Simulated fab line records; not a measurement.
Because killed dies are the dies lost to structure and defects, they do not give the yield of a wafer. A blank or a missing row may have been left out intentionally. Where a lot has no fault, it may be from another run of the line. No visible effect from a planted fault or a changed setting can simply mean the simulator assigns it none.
The tool behind it: which one? / flow gf180mcu / 24 lots with 72 wafers sampled at 4 steps, on a route of 602 steps

## WHAT THE GAUGES SHOWED, per wafer
GF_V2_BOW_MEAS_05. Usual: V2_BOW gives 100 um (standard deviation 8.7).
lot=L074; measured=day 19 03:01; on=film metro-04; V2_BOW (um)=92 101 102; flag=
lot=L075; measured=day 19 11:17; on=film metro-03; V2_BOW (um)=104 99 95; flag=
lot=L076; measured=day 19 18:20; on=film metro-03; V2_BOW (um)=98 107 93; flag=
lot=L077; measured=day 20 07:05; on=film metro-03; V2_BOW (um)=101 84 95; flag=
lot=L078; measured=day 20 16:11; on=film metro-01; V2_BOW (um)=87 96 91; flag=
lot=L079; measured=day 21 04:39; on=film metro-01; V2_BOW (um)=104 104 93; flag=
lot=L080; measured=day 21 13:44; on=film metro-04; V2_BOW (um)=97 99 94; flag=
lot=L081; measured=day 22 01:22; on=film metro-03; V2_BOW (um)=91 111 94; flag=
lot=L083; measured=day 22 11:38; on=film metro-04; V2_BOW (um)=108 117 113; flag=
lot=L082; measured=day 22 16:53; on=film metro-03; V2_BOW (um)=97 100 97; flag=
lot=L084; measured=day 23 11:07; on=film metro-01; V2_BOW (um)=96 95 90; flag=
lot=L085; measured=day 23 20:47; on=film metro-04; V2_BOW (um)=85 91 100; flag=
lot=L086; measured=day 24 00:32; on=film metro-03; V2_BOW (um)=102 93 114; flag=
lot=L087; measured=day 24 08:04; on=film metro-04; V2_BOW (um)=100 99 93; flag=
lot=L088; measured=day 24 16:03; on=film metro-03; V2_BOW (um)=96 103 103; flag=
lot=L089; measured=day 25 02:45; on=film metro-03; V2_BOW (um)=101 111 95; flag=
lot=L090; measured=day 25 07:57; on=film metro-04; V2_BOW (um)=101 89 102; flag=
lot=L091; measured=day 25 08:46; on=film metro-01; V2_BOW (um)=98 95 110; flag=
lot=L092; measured=day 25 18:23; on=film metro-03; V2_BOW (um)=121 110 114; flag=
lot=L093; measured=day 25 20:55; on=film metro-04; V2_BOW (um)=98 100 90; flag=
lot=L094; measured=day 26 11:56; on=film metro-01; V2_BOW (um)=91 97 93; flag=
lot=L095; measured=day 26 13:02; on=film metro-03; V2_BOW (um)=106 95 101; flag=
lot=L096; measured=day 26 18:48; on=film metro-03; V2_BOW (um)=100 94 97; flag=
lot=L097; measured=day 27 03:30; on=film metro-03; V2_BOW (um)=112 126 126; flag=

GF_V3_OVL_MEAS_15. Usual: V3_OVL gives -2 nm (standard deviation 5.6).
lot=L074; measured=day 22 06:20; on=overlay-02; V3_OVL (nm)=-7 -2 -12; flag=
lot=L075; measured=day 22 14:17; on=overlay-01; V3_OVL (nm)=-5 -8 -12; flag=
lot=L076; measured=day 22 20:53; on=overlay-02; V3_OVL (nm)=-4 -5 -3; flag=
lot=L077; measured=day 23 09:04; on=overlay-01; V3_OVL (nm)=-2 -6 -4; flag=
lot=L078; measured=day 23 18:24; on=overlay-02; V3_OVL (nm)=1 0 -2; flag=
lot=L079; measured=day 24 04:53; on=overlay-02; V3_OVL (nm)=-1 2 1; flag=
lot=L080; measured=day 24 13:48; on=overlay-01; V3_OVL (nm)=3 4 8; flag=
lot=L081; measured=day 25 00:42; on=overlay-02; V3_OVL (nm)=-2 -2 5; flag=
lot=L083; measured=day 25 10:24; on=overlay-01; V3_OVL (nm)=-5 -3 -7; flag=
lot=L082; measured=day 25 14:49; on=overlay-01; V3_OVL (nm)=3 -3 -1; flag=
lot=L084; measured=day 26 07:26; on=overlay-01; V3_OVL (nm)=-1 0 3; flag=
lot=L085; measured=day 26 17:27; on=overlay-01; V3_OVL (nm)=-1 4 1; flag=
lot=L086; measured=day 26 19:13; on=overlay-02; V3_OVL (nm)=-7 -4 -5; flag=
lot=L087; measured=day 27 03:42; on=overlay-01; V3_OVL (nm)=-4 -7 -7; flag=
lot=L088; measured=day 27 10:55; on=overlay-02; V3_OVL (nm)=-6 2 -8; flag=
lot=L089; measured=day 27 20:01; on=overlay-01; V3_OVL (nm)=-1 5 0; flag=
lot=L090; measured=day 28 00:46; on=overlay-01; V3_OVL (nm)=-6 -5 -6; flag=
lot=L091; measured=day 28 01:44; on=overlay-01; V3_OVL (nm)=-11 -6 -7; flag=
lot=L092; measured=day 28 10:25; on=overlay-01; V3_OVL (nm)=-6 -2 0; flag=
lot=L093; measured=day 28 12:59; on=overlay-02; V3_OVL (nm)=-4 -6 -5; flag=
lot=L094; measured=day 29 02:54; on=overlay-01; V3_OVL (nm)=9 5 9; flag=
lot=L095; measured=day 29 04:30; on=overlay-01; V3_OVL (nm)=5 1 0; flag=
lot=L096; measured=day 29 09:04; on=overlay-01; V3_OVL (nm)=-3 -5 -5; flag=
lot=L097; measured=day 29 15:46; on=overlay-01; V3_OVL (nm)=-11 -2 -10; flag=

## WHAT TOOL EACH LOT RAN ON (gives the tool, then ch and the chambers of the sampled wafers, and finally the start)
lot=L074; GF_M3_SPUTTER_03=pvd sputter-02, day 20 04:54; GF_M3_METAL_ETCH_16=rie metal-04 ch 0,1, day 21 05:14
lot=L075; GF_M3_SPUTTER_03=pvd sputter-02, day 20 13:38; GF_M3_METAL_ETCH_16=rie metal-02 ch 1, day 21 13:34
lot=L076; GF_M3_SPUTTER_03=pvd sputter-02, day 20 20:27; GF_M3_METAL_ETCH_16=rie metal-04 ch 0,1, day 21 20:16
lot=L077; GF_M3_SPUTTER_03=pvd sputter-03, day 21 08:39; GF_M3_METAL_ETCH_16=rie metal-03 ch 0,1, day 22 08:29
lot=L078; GF_M3_SPUTTER_03=pvd sputter-04, day 21 18:03; GF_M3_METAL_ETCH_16=rie metal-03 ch 0,1, day 22 17:32
lot=L079; GF_M3_SPUTTER_03=pvd sputter-02, day 22 05:39; GF_M3_METAL_ETCH_16=rie metal-04 ch 0, day 23 05:14
lot=L080; GF_M3_SPUTTER_03=pvd sputter-03, day 22 15:42; GF_M3_METAL_ETCH_16=rie metal-02 ch 0,1, day 23 14:17
lot=L081; GF_M3_SPUTTER_03=pvd sputter-04, day 23 02:59; GF_M3_METAL_ETCH_16=rie metal-04 ch 0,1, day 24 01:35
lot=L083; GF_M3_SPUTTER_03=pvd sputter-04, day 23 12:36; GF_M3_METAL_ETCH_16=rie metal-02 ch 0,1, day 24 11:14
lot=L082; GF_M3_SPUTTER_03=pvd sputter-03, day 23 17:30; GF_M3_METAL_ETCH_16=rie metal-02 ch 0, day 24 15:34
lot=L084; GF_M3_SPUTTER_03=pvd sputter-02, day 24 11:58; GF_M3_METAL_ETCH_16=rie metal-04 ch 0,1, day 25 09:32
lot=L085; GF_M3_SPUTTER_03=pvd sputter-04, day 24 21:15; GF_M3_METAL_ETCH_16=rie metal-03 ch 0,1, day 25 19:35
lot=L086; GF_M3_SPUTTER_03=pvd sputter-03, day 24 23:29; GF_M3_METAL_ETCH_16=rie metal-03 ch 0,1, day 25 20:34
lot=L087; GF_M3_SPUTTER_03=pvd sputter-04, day 25 07:53; GF_M3_METAL_ETCH_16=rie metal-02 ch 0,1, day 26 04:44
lot=L088; GF_M3_SPUTTER_03=pvd sputter-04, day 25 15:27; GF_M3_METAL_ETCH_16=rie metal-03 ch 0,1, day 26 12:47
lot=L089; GF_M3_SPUTTER_03=pvd sputter-02, day 26 02:01; GF_M3_METAL_ETCH_16=rie metal-03 ch 0,1, day 26 22:20
lot=L090; GF_M3_SPUTTER_03=pvd sputter-02, day 26 06:36; GF_M3_METAL_ETCH_16=rie metal-03 ch 0,1, day 27 03:53
lot=L091; GF_M3_SPUTTER_03=pvd sputter-03, day 26 07:44; GF_M3_METAL_ETCH_16=rie metal-04 ch 0,1, day 27 04:26
lot=L092; GF_M3_SPUTTER_03=pvd sputter-02, day 26 16:33; GF_M3_METAL_ETCH_16=rie metal-04 ch 1, day 27 13:14
lot=L093; GF_M3_SPUTTER_03=pvd sputter-03, day 26 19:21; GF_M3_METAL_ETCH_16=rie metal-03 ch 0,1, day 27 15:56
lot=L094; GF_M3_SPUTTER_03=pvd sputter-04, day 27 09:53; GF_M3_METAL_ETCH_16=rie metal-03 ch 0,1, day 28 06:20
lot=L095; GF_M3_SPUTTER_03=pvd sputter-03, day 27 11:37; GF_M3_METAL_ETCH_16=rie metal-02 ch 0,1, day 28 07:50
lot=L096; GF_M3_SPUTTER_03=pvd sputter-03, day 27 16:49; GF_M3_METAL_ETCH_16=rie metal-03 ch 0,1, day 28 12:47
lot=L097; GF_M3_SPUTTER_03=pvd sputter-02, day 28 01:05; GF_M3_METAL_ETCH_16=rie metal-03 ch 0,1, day 28 20:26
- GF_M3_SPUTTER_03: material Ti, target thk 10 nm, time 6.7 s.
- GF_M3_METAL_ETCH_16: etches the open film in Cl2/BCl3, stops on SiO2, target depth 627.5 nm, time 104.6 s.

## WHAT THE TOOLS THEMSELVES READ (means of the sampled wafers that have a number; where no wafer has one, the mark that the record gives instead)
GF_M3_SPUTTER_03. Usual: substrate temp c 300.02 C, standard deviation 0.22; throttle valve pct 30.3 %, standard deviation 0.91.
lot=L074; tool=pvd sputter-02; substrate temp c (C)=299.85; throttle valve pct (%)=30.8; flag=
lot=L075; tool=pvd sputter-02; substrate temp c (C)=300.11; throttle valve pct (%)=30.0; flag=
lot=L076; tool=pvd sputter-02; substrate temp c (C)=300.15; throttle valve pct (%)=30.6; flag=
lot=L077; tool=pvd sputter-03; substrate temp c (C)=299.90; throttle valve pct (%)=29.7; flag=
lot=L078; tool=pvd sputter-04; substrate temp c (C)=299.91; throttle valve pct (%)=30.4; flag=
lot=L079; tool=pvd sputter-02; substrate temp c (C)=299.74; throttle valve pct (%)=30.7; flag=
lot=L080; tool=pvd sputter-03; substrate temp c (C)=299.93; throttle valve pct (%)=30.1; flag=
lot=L081; tool=pvd sputter-04; substrate temp c (C)=299.91; throttle valve pct (%)=29.7; flag=
lot=L083; tool=pvd sputter-04; substrate temp c (C)=300.19; throttle valve pct (%)=30.5; flag=
lot=L082; tool=pvd sputter-03; substrate temp c (C)=299.89; throttle valve pct (%)=29.8; flag=
lot=L084; tool=pvd sputter-02; substrate temp c (C)=300.12; throttle valve pct (%)=31.2; flag=
lot=L085; tool=pvd sputter-04; substrate temp c (C)=299.97; throttle valve pct (%)=29.9; flag=
lot=L086; tool=pvd sputter-03; substrate temp c (C)=300.12; throttle valve pct (%)=29.7; flag=
lot=L087; tool=pvd sputter-04; substrate temp c (C)=300.19; throttle valve pct (%)=29.8; flag=
lot=L088; tool=pvd sputter-04; substrate temp c (C)=300.13; throttle valve pct (%)=29.8; flag=
lot=L089; tool=pvd sputter-02; substrate temp c (C)=299.95; throttle valve pct (%)=30.8; flag=
lot=L090; tool=pvd sputter-02; substrate temp c (C)=300.09; throttle valve pct (%)=31.0; flag=
lot=L091; tool=pvd sputter-03; substrate temp c (C)=300.12; throttle valve pct (%)=29.3; flag=
lot=L092; tool=pvd sputter-02; substrate temp c (C)=299.85; throttle valve pct (%)=30.4; flag=
lot=L093; tool=pvd sputter-03; substrate temp c (C)=300.15; throttle valve pct (%)=30.2; flag=
lot=L094; tool=pvd sputter-04; substrate temp c (C)=300.01; throttle valve pct (%)=29.8; flag=
lot=L095; tool=pvd sputter-03; substrate temp c (C)=299.82; throttle valve pct (%)=29.9; flag=
lot=L096; tool=pvd sputter-03; substrate temp c (C)=300.09; throttle valve pct (%)=30.1; flag=
lot=L097; tool=pvd sputter-02; substrate temp c (C)=300.11; throttle valve pct (%)=30.7; flag=

GF_M3_METAL_ETCH_16. Usual: drypump motor current A 5.7 A, standard deviation 0.49; oes product au 0.973 a.u., standard deviation 0.0066; throttle valve pct 28.249 %, standard deviation 0.01.
lot=L074; tool=rie metal-04; drypump motor current A (A)=6.0; oes product au (a.u.)=0.965; throttle valve pct (%)=28.260; flag=
lot=L075; tool=rie metal-02; drypump motor current A (A)=5.7; oes product au (a.u.)=0.976; throttle valve pct (%)=28.239; flag=
lot=L076; tool=rie metal-04; drypump motor current A (A)=5.9; oes product au (a.u.)=0.981; throttle valve pct (%)=28.245; flag=
lot=L077; tool=rie metal-03; drypump motor current A (A)=5.5; oes product au (a.u.)=0.981; throttle valve pct (%)=28.254; flag=
lot=L078; tool=rie metal-03; drypump motor current A (A)=5.3; oes product au (a.u.)=0.975; throttle valve pct (%)=28.257; flag=
lot=L079; tool=rie metal-04; drypump motor current A (A)=5.4; oes product au (a.u.)=0.969; throttle valve pct (%)=28.250; flag=
lot=L080; tool=rie metal-02; drypump motor current A (A)=6.2; oes product au (a.u.)=0.962; throttle valve pct (%)=28.262; flag=
lot=L081; tool=rie metal-04; drypump motor current A (A)=5.9; oes product au (a.u.)=0.969; throttle valve pct (%)=28.253; flag=
lot=L083; tool=rie metal-02; drypump motor current A (A)=6.2; oes product au (a.u.)=0.975; throttle valve pct (%)=28.246; flag=
lot=L082; tool=rie metal-02; drypump motor current A (A)=6.5; oes product au (a.u.)=0.965; throttle valve pct (%)=28.256; flag=
lot=L084; tool=rie metal-04; drypump motor current A (A)=6.0; oes product au (a.u.)=0.972; throttle valve pct (%)=28.257; flag=
lot=L085; tool=rie metal-03; drypump motor current A (A)=5.3; oes product au (a.u.)=0.971; throttle valve pct (%)=28.251; flag=
lot=L086; tool=rie metal-03; drypump motor current A (A)=5.3; oes product au (a.u.)=0.978; throttle valve pct (%)=28.246; flag=
lot=L087; tool=rie metal-02; drypump motor current A (A)=5.9; oes product au (a.u.)=0.972; throttle valve pct (%)=28.249; flag=
lot=L088; tool=rie metal-03; drypump motor current A (A)=5.3; oes product au (a.u.)=0.977; throttle valve pct (%)=28.235; flag=
lot=L089; tool=rie metal-03; drypump motor current A (A)=5.5; oes product au (a.u.)=0.981; throttle valve pct (%)=28.237; flag=
lot=L090; tool=rie metal-03; drypump motor current A (A)=5.2; oes product au (a.u.)=0.977; throttle valve pct (%)=28.240; flag=
lot=L091; tool=rie metal-04; drypump motor current A (A)=5.7; oes product au (a.u.)=0.973; throttle valve pct (%)=28.254; flag=
lot=L092; tool=rie metal-04; drypump motor current A (A)=6.3; oes product au (a.u.)=0.975; throttle valve pct (%)=28.244; flag=
lot=L093; tool=rie metal-03; drypump motor current A (A)=5.3; oes product au (a.u.)=0.971; throttle valve pct (%)=28.251; flag=
lot=L094; tool=rie metal-03; drypump motor current A (A)=5.2; oes product au (a.u.)=0.970; throttle valve pct (%)=28.249; flag=
lot=L095; tool=rie metal-02; drypump motor current A (A)=6.2; oes product au (a.u.)=0.977; throttle valve pct (%)=28.238; flag=
lot=L096; tool=rie metal-03; drypump motor current A (A)=5.5; oes product au (a.u.)=0.971; throttle valve pct (%)=28.248; flag=
lot=L097; tool=rie metal-03; drypump motor current A (A)=5.3; oes product au (a.u.)=0.970; throttle valve pct (%)=28.245; flag=

## THE ANSWER, worked out from the rows above alone
Rule: take the mean of a lot's wafers that have a number; if it is more than 3 standard deviations from the usual mean, the lot is off. A lot without any number at a reading at which 4 lots or more have one is off too. Any other lot the step has rows for is counted as sound. The gauges are gone through in route order, then the tools' own readings, and for those a lot's mean is taken as printed above. At the first step where some lot is off, the reading lying furthest off is the one used; lots without a number count as furthest.
No lot is off on any of the readings shown, so nothing can be concluded from this.

## WHAT THE SIMULATOR PUT IN
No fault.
